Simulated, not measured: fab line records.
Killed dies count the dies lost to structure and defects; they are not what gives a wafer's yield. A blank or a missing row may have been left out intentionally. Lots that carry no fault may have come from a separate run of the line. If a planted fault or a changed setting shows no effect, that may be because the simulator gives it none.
The same fault as seen by 2 desks -- flow gf180mcu -- each desk has only its own numbers; what lay behind them comes last

## THE TOOL OWNER'S DESK: implanter-01
For each lot that ran on this tool, the mean over its sampled wafers that have a number, from the tool's own readings at GF_VT_IMPLANT_IMPLANT_30. The brackets show how far a lot's mean lies from the usual mean; more than 4 standard deviations puts the lot out of limits, marked OUT.
Columns: A = beam-energy-keV at GF_VT_IMPLANT_IMPLANT_30, usual 24.999; B = tilt-deg at GF_VT_IMPLANT_IMPLANT_30, usual 6.999 degrees
lot,first seen here,A,B
L132,day 9 02:56,27.828 (+99 or more) OUT,7.000
L135,day 9 23:13,27.834 (+99 or more) OUT,6.984
L147,day 13 02:28,24.992,6.999
This desk's verdict: out of limits on L132, L135, starting with L132 at day 9 02:56 (beam-energy-keV at GF_VT_IMPLANT_IMPLANT_30). L147: within limits.

## FROM THE METROLOGY DESK
Lot by lot, what the gauges showed, no matter which tool ran the lot: averages of those sampled wafers that carry a number. The brackets show how far a lot's mean lies from the usual mean; more than 4 standard deviations puts the lot out of limits, marked OUT.
Columns: A = VT_IMPLANT_3_TW at GF_VT_IMPLANT_TW_MEAS_32, usual 264.6; B = POLY_GATE_OVL at GF_POLY_GATE_OVL_MEAS_11, usual 2 nm; C = HV_LDD_01_OVL at GF_HV_LDD_OVL_MEAS_20, usual 1.0 nm; D = NSD_OVL at GF_NSD_OVL_MEAS_08, usual 0.8 nm
lot,first seen here,A,B,C,D
L124,day 6 20:05,262.0,3,2.3,1.9
L125,day 7 01:43,263.7,-2,0.7,2.5
L130,day 8 15:53,265.3,-12,4.4,1.1
L132,day 9 03:09,270.0,4,-0.2,2.2
L135,day 9 23:37,270.2,3,2.1,0.7
L136,day 10 06:22,265.4,0,3.7,0.0
L137,day 10 13:25,265.0,7,0.1,1.5
L138,day 10 17:50,264.8,8,0.7,1.0
L141,day 11 12:43,263.5,-5,0.4,1.2
L142,day 11 20:05,263.4,1,0.0,1.7
L144,day 12 07:37,265.7,-3,1.7,0.8
L145,day 12 13:12,263.1,-1,2.1,-0.8
L146,day 12 19:20,268.3,0,1.0,2.1
L147,day 13 02:43,264.3,16,2.6,-1.2
Finding of this desk: none of the 14 lots has anything out of limits.

## ALL TOGETHER
The tool owner's desk had the chance to raise an alarm at day 9 02:56 on L132, L135.
The metrology desk saw nothing out of limits.
The metrology desk has L132, L135 on record, within its limits.
Every lot named ran GF_VT_IMPLANT_IMPLANT_30 on implanter-01.

## WHAT THE SIMULATOR HAD INSERTED
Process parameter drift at GF_VT_IMPLANT_IMPLANT_30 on implanter-01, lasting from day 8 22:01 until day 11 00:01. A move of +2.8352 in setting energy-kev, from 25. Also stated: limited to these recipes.
Lots struck among those shown: L132, L135.
Each desk's first reading out of limits, in hours after the fault started: the tool owner's desk, 5.
